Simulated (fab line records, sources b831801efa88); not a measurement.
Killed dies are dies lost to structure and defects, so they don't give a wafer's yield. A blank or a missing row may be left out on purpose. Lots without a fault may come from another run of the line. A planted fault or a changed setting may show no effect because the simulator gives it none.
Which tool did it? | flow gf180mcu | 15 lots, 45 wafers sampled, at 2 steps of a route of 602

WHAT THE GAUGES READ, wafer by wafer
GF_V5_THK_MEAS_03. Usual: V5_CVD_02_THK 1448 nm, standard deviation 19.
lot  | measured     | on            | V5_CVD_02_THK (nm) | flag
L565 | day 26 07:29 | film_metro-04 | 1417 1425 1458     |
L567 | day 27 11:29 | film_metro-02 | 1456 1422 1460     |
L568 | day 27 13:13 | film_metro-04 | 1433 1425 1432     |
L569 | day 28 04:06 | film_metro-03 | 1454 1452 1444     |
L575 | day 29 09:55 | film_metro-04 | 1450 1454 1487     |
L576 | day 29 20:44 | film_metro-03 | 1444 1469 1443     |
L577 | day 30 02:16 | film_metro-03 | 1426 1422 1448     |
L580 | day 30 20:43 | film_metro-02 | 1411 1411 1420     |
L581 | day 31 05:00 | film_metro-02 | 1445 1472 1457     |
L582 | day 31 12:46 | film_metro-02 | 1424 1422 1472     |
L585 | day 31 20:35 | film_metro-03 | 1431 1424 1466     |
L584 | day 31 20:55 | film_metro-04 | 1416 1411 1424     |
L586 | day 32 09:46 | film_metro-02 | 1433 1478 1456     |
L587 | day 32 15:08 | film_metro-04 | 1431 1477 1447     |
L588 | day 32 22:38 | film_metro-04 | 1423 1434 1460     |

WHICH TOOL RAN EACH LOT (tool, then ch and the chambers of the sampled wafers, then the start)
lot  | GF_V5_CVD_02
L565 | pecvd-04 ch 0,1, day 26 07:22
L567 | pecvd-03 ch 0,2, day 27 11:23
L568 | pecvd-02 ch 0,1,2, day 27 13:06
L569 | pecvd-02 ch 0,1,2, day 28 03:59
L575 | pecvd-04 ch 0,1,2, day 29 09:49
L576 | pecvd-04 ch 1,2, day 29 20:37
L577 | pecvd-02 ch 1,2, day 30 02:10
L580 | pecvd-02 ch 0,1,2, day 30 20:37
L581 | pecvd-03 ch 0,2, day 31 04:52
L582 | pecvd-03 ch 0,1,2, day 31 12:39
L585 | pecvd-04 ch 0,1,2, day 31 20:29
L584 | pecvd-03 ch 0,1, day 31 20:49
L586 | pecvd-03 ch 1,2, day 32 09:38
L587 | pecvd-03 ch 0,1,2, day 32 15:00
L588 | pecvd-04 ch 0,1,2, day 32 22:32
- GF_V5_CVD_02: deposits SiO2 from TEOS, target thk 1450 nm, time 163.28 s.

WHAT THE TOOLS THEMSELVES READ (means of the sampled wafers that have a number; where no wafer has one, the mark that the record gives instead)
GF_V5_CVD_02. Usual: heater_power_w 687 W, standard deviation 140.
lot  | tool     | heater_power_w (W) | flag
L565 | pecvd-04 | 634                |
L567 | pecvd-03 | 678                |
L568 | pecvd-02 | 731                |
L569 | pecvd-02 | 724                |
L575 | pecvd-04 | 647                |
L576 | pecvd-04 | 675                |
L577 | pecvd-02 | 823                |
L580 | pecvd-02 | 785                |
L581 | pecvd-03 | 696                |
L582 | pecvd-03 | 675                |
L585 | pecvd-04 | 670                |
L584 | pecvd-03 | 609                |
L586 | pecvd-03 | 589                |
L587 | pecvd-03 | 592                |
L588 | pecvd-04 | 633                |

THE ANSWER, worked out from the rows above alone
Rule: a lot is off if the mean of its wafers that have a number lies more than 3 standard deviations from the usual mean. A lot without any number at a reading at which 4 lots or more have one is off too. The other lots that the step has rows for count as sound. The gauges are gone through in route order, then the tools' own readings, and for those a lot's mean is taken as printed above. The first step at which some lot is off is used, and at that step the reading that is off furthest; a lot without a number counts as furthest.
No lot is off at any reading shown: from this, nothing can be told.

WHAT THE SIMULATOR HAD PUT IN
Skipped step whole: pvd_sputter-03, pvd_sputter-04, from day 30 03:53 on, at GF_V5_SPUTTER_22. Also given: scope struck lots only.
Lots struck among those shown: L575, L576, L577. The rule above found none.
